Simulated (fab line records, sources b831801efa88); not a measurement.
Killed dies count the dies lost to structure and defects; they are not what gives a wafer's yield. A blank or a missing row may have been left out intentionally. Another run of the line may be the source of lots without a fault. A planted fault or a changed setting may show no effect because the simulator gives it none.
What tool caused it? :: flow gf180mcu :: 18 wafers from 6 lots sampled at 2 of the route's 602 steps

WHAT THE GAUGES READ, wafer by wafer
GF_PSD_RS_MEAS_14: uses a four-point probe to measure.
lot: L558
measured: day 15 09:07
on: film_metro-02
NSD_RS (ohm/sq): 46.12 46.08 46.12

lot: L562
measured: day 17 04:38
on: film_metro-03
NSD_RS (ohm/sq): 47.72 47.77 47.69

lot: L565
measured: day 17 23:22
on: film_metro-02
NSD_RS (ohm/sq): 47.63 47.61 47.68

lot: L573
measured: day 20 12:25
on: film_metro-04
NSD_RS (ohm/sq): 46.20 46.21 46.23

lot: L575
measured: day 21 16:10
on: film_metro-02
NSD_RS (ohm/sq): 46.19 46.04 46.09

lot: L577
measured: day 22 03:38
on: film_metro-04
NSD_RS (ohm/sq): 46.18 46.18 46.18

WHAT TOOL EACH LOT RAN ON (gives the tool, then ch and the chambers of the sampled wafers, and finally the start)
lot: L558
GF_PSD_RTA_13: rtp_anneal-02 ch 0, day 15 09:02

lot: L562
GF_PSD_RTA_13: rtp_anneal-01 ch 0, day 17 04:32

lot: L565
GF_PSD_RTA_13: rtp_anneal-01 ch 0, day 17 23:17

lot: L573
GF_PSD_RTA_13: rtp_anneal-02 ch 0, day 20 12:16

lot: L575
GF_PSD_RTA_13: rtp_anneal-02 ch 0, day 21 16:04

lot: L577
GF_PSD_RTA_13: rtp_anneal-02 ch 0, day 22 03:32
- GF_PSD_RTA_13: time 20 s.

THE ANSWER, worked out from the rows above alone
Rule: usual is defined by the lots themselves. Put in order of their means at a reading, lots are off if they are a third of the lots or fewer, leave a main group of 4 or more, and stand apart from it by a gap of 3 or more times the standard deviation of the main group's means; of several such gaps the widest counts. Not used: any main group whose means are identical at the precision the tables above print for the reading. A lot without any number at a reading at which 4 lots or more have one is off too. Where the step has rows for the other lots, those lots are counted as sound.
Off: L562, L565, seen at GF_PSD_RS_MEAS_14 (NSD_RS). The main group has a mean of 46.15 ohm/sq with a standard deviation of 0.047.
If a tool, at a process step before that reading, ran all the lots that are off and no sound lot after the first of them, it fits. Those tools and the gauges at GF_PSD_RS_MEAS_14 are tried in the same way. One candidate fits, namely rtp_anneal-01 at GF_PSD_RTA_13. It ran no sound lot before its first lot that is off in this sample, so the start can't be narrowed down.

WHAT THE SIMULATOR HAD PUT IN
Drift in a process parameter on rtp_anneal-01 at GF_PSD_RTA_13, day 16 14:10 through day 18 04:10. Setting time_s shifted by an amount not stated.
Struck lots among those shown: L562, L565. The rule above found the same.
